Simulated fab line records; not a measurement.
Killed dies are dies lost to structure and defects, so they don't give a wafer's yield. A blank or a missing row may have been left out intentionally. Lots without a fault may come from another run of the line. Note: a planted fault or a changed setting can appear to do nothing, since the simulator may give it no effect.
8D (eight disciplines) problem report, filled in by code | flow sky130 | the parts of the form that need people (team, actions taken, sign-off) are left out

## 1. WHAT WENT WRONG
A mean of 135.14 is read at SKY_SONOS_TUNNEL_EXPOSE_04 for exposure_dose_mJ_cm2, taken on 1 wafer of 1 lot, against 135.94 (standard deviation 0.13) on wafers free of any fault. That puts it -6.2 standard deviations away from the usual mean.
The step: exposes mask TUNM, target cd 410 nm.
First observed at day 16 12:55: wafer L591.1, on iline_stepper-02. The record holds 37 wafers of 13 lots with a number at this step. The rule behind "out" and "out of limits": a value lying over 4 standard deviations away from the usual mean. The other wafers with a number count as sound.

## 2. WHAT IT IS; WHAT IT IS NOT
question                    | is                     | is not
which readings at this step | exposure_dose_mJ_cm2   | -
which lots                  | L591                   | L575, L576, L578, L579, L580, L581, L582, L583, L584, L586, L587, L589
which wafers of those lots  | all that have a number | -
read on which tools         | iline_stepper-02       | iline_stepper-01
when                        | from day 16 12:55      | up to then (36 sound wafers)

## 3. WHAT RULES OUT EACH SUSPECT
Counting: a tool at any process step up to the reading remains a suspect when it ran all the lots that are out and ran no sound lot after the first of those.
- plasma_asher-01 at SKY_VT_ADJUST_PCH_STRIP_09 (strips in O2/N2): kept. It ran the lot that is out, L591 (day 15 22:27), and no sound lot after that; its last sound lot up to then is L589 (day 15 09:45).
- iline_stepper-02 at SKY_SONOS_TUNNEL_EXPOSE_04 (exposes mask TUNM, target cd 410 nm): kept. It ran the lot that is out, L591 (day 16 12:55), and no sound lot after that; its last sound lot up to then is L587 (day 15 11:49). Its own exposure_dose_mJ_cm2 readings are out on those wafers.
Remaining after the count are plasma_asher-01 at SKY_VT_ADJUST_PCH_STRIP_09 and iline_stepper-02 at SKY_SONOS_TUNNEL_EXPOSE_04.

## 4. THE CAUSE (what the simulator had put in)
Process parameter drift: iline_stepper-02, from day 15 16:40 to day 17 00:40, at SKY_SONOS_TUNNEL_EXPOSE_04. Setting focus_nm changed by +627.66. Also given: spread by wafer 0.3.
2 suspects survive the count, and this tool is in that group.

## 5. THE EFFECT CHAIN, in route order
Each row: a reading whose mean over the struck wafers that have a number lies more than 3 standard deviations from the usual. Readings are gone through only where the record gives a usual standard deviation; hours: the median, over the lots, of the time from a lot's start at the first step in this table giving one to that lot's start at this step; sigmas: the change measured in usual standard deviations.
hours | step                       | reading              | usual  | on struck wafers | change | sigmas
0     | SKY_SONOS_TUNNEL_EXPOSE_04 | exposure_dose_mJ_cm2 | 135.94 | 135.14           | -0.80  | -6.2
Process steps it contains:
- SKY_SONOS_TUNNEL_EXPOSE_04: exposes mask TUNM, target cd 410 nm.
At these later measuring or inspecting steps, every struck wafer for which the step has a row has a number for every such reading, and none has moved that far: SKY_SONOS_ONO_THK_MEAS_03.

## 6. WHAT WOULD HAVE CAUGHT IT SOONER
In this record no reading fell out of limits until day 16 12:55, 20 hours after the fault had begun at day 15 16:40.
